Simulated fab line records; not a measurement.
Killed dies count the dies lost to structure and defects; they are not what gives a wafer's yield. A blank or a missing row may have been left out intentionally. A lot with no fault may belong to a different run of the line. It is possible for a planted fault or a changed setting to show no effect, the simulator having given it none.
Problem report, 8D (eight disciplines) form, completed by code | flow gf180mcu | the parts of the form that need people (team, actions taken, sign-off) are left out

1. WHAT WENT WRONG
At GF_MVPSD_IMPLANT_08, beam-energy-keV averages 176.92 over 6 wafers from 2 lots, while fault-free wafers read 169.99, standard deviation 0.056. That is +99 or more standard deviations from the usual mean.
Seen first at day 7 05:08 on implanter-02, wafer L578.3. Wafers with a number at this step in the record: 36, from 12 lots. Rule for "out" (also "out of limits"): further than 4 standard deviations from the usual mean. The other wafers with a number count as sound.

2. WHAT THIS IS AND IS NOT
question                    | is                     | is not
which readings at this step | beam-energy-keV        | -
which lots                  | L578, L579             | L569, L570, L582, L583, L585, L586, L587, L588, L590, L592
which wafers of those lots  | all that have a number | -
read on which tools         | implanter-02           | implanter-03, implanter-04
when                        | from day 7 05:08       | up to then (6 sound wafers); but 24 sound wafers of L582, L583, L585, L586, L587, L588, L590, L592 came after

3. SUSPECTS, AND WHAT RULES EACH OUT
Counting: a tool at any process step up to the reading remains a suspect when it ran all the lots that are out and ran no sound lot after the first of those.
- plasma-asher-01 at GF_LVPWELL_STRIP_10 (strips in O2/N2): ruled out as a lasting fault. The sound lots L583, L587, L588 went through it after L578, its earliest lot that is out (day 5 22:08).
- implanter-02 at GF_MVPSD_IMPLANT_08: kept. It processed each lot that is out, first L578 at day 7 05:08, and no sound lot thereafter; up to then, the last sound lot it processed was L570 at day 5 08:08. Its own beam-energy-keV readings are out on those wafers.
After counting, what remains is implanter-02 at GF_MVPSD_IMPLANT_08.

4. THE CAUSE (what the simulator had put in)
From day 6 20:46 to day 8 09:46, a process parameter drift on implanter-02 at GF_MVPSD_IMPLANT_08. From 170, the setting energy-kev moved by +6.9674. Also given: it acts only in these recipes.
This tool alone remained once counting was done.

5. THE CHAIN OF EFFECTS, in route order
Each row: a reading whose mean over the struck wafers that have a number lies more than 3 standard deviations from the usual. Only readings whose record carries a usual standard deviation are examined. hours: median over the lots of the time between each lot's start at the first step of this table that gives one and its start at this step. sigmas: the change, counted in usual standard deviations.
hours | step                | reading         | usual  | on struck wafers | change | sigmas
0     | GF_MVPSD_IMPLANT_08 | beam-energy-keV | 169.99 | 176.92           | +6.93  | +99 or more
Here are the process steps it includes:
- GF_MVPSD_IMPLANT_08
At these later measuring or inspecting steps, every struck wafer for which the step has a row has a number for every such reading, and none has moved that far: GF_M1_CD_MEAS_14.

6. WHAT WOULD HAVE CAUGHT IT SOONER
8 hours passed between the start of the fault at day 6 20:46 and the first reading out of limits in this record, taken at day 7 05:08.
